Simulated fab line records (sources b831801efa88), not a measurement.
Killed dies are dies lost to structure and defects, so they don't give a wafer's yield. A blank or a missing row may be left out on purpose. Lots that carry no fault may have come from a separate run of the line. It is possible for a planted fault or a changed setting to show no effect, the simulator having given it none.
What tool caused it? -- flow gf180mcu -- 18 wafers from 6 lots sampled at 3 of the route's 602 steps

WHAT THE GAUGES READ, wafer by wafer
GF_VT_IMPLANT_TW_MEAS_32.
lot,measured,on,VT_IMPLANT_3_TW
L155,day 7 08:22,film-metro-02,259.9 259.2 261.8
L159,day 8 05:32,film-metro-01,263.9 265.4 266.6
L162,day 8 21:06,film-metro-04,265.8 265.6 266.5
L164,day 9 11:35,film-metro-04,265.3 266.5 265.9
L166,day 9 21:38,film-metro-02,259.8 260.2 260.3
L171,day 12 02:32,film-metro-02,138.0 139.3 139.2

TOOL THAT RAN EACH LOT (tool first, then ch and the chambers of the sampled wafers, then the start)
lot,GF_STI_ETCH_13,GF_VT_IMPLANT_IMPLANT_30
L155,"rie-diel-01 ch 0,3, day 2 07:34","implanter-02 ch 0, day 7 08:09"
L159,"rie-diel-02 ch 0,2,3, day 3 06:38","implanter-01 ch 0, day 8 05:18"
L162,"rie-diel-04 ch 0,1,3, day 3 19:38","implanter-01 ch 0, day 8 20:53"
L164,"rie-diel-04 ch 0,2, day 4 05:28","implanter-01 ch 0, day 9 11:20"
L166,"rie-diel-01 ch 1,2,3, day 4 16:01","implanter-04 ch 0, day 9 21:23"
L171,"rie-diel-02 ch 0,1,3, day 5 19:51","implanter-01 ch 0, day 12 02:19"
- GF_STI_ETCH_13: etches the open film in CHF3/O2, stops on Si, target depth 282.31 nm, time 112.9 s.
- GF_VT_IMPLANT_IMPLANT_30

THE ANSWER, worked out from the rows above alone
Rule: the lots themselves supply what counts as usual. Put in order of their means at a reading, lots are off if they are a third of the lots or fewer, leave a main group of 4 or more, and stand apart from it by a gap of 3 or more times the standard deviation of the main group's means; of several such gaps the widest counts. If all means in a main group match to the digits the tables above print for the reading, that group is not used. A lot without any number at a reading at which 4 lots or more have one is off too. The other lots that the step has rows for count as sound.
Off: at GF_VT_IMPLANT_TW_MEAS_32 (VT_IMPLANT_3_TW), L171. Main group: mean 263.5, sd 2.7.
A tool fits if, at a process step before that reading, it ran every lot that is off, and no sound lot after the first of them. Gauges at GF_VT_IMPLANT_TW_MEAS_32: tried the same way as those tools. Can't be told from this: 3 tools fit, rie-diel-02 at GF_STI_ETCH_13, implanter-01 at GF_VT_IMPLANT_IMPLANT_30, film-metro-02 at GF_VT_IMPLANT_TW_MEAS_32.

WHAT HAD BEEN PUT IN BY THE SIMULATOR
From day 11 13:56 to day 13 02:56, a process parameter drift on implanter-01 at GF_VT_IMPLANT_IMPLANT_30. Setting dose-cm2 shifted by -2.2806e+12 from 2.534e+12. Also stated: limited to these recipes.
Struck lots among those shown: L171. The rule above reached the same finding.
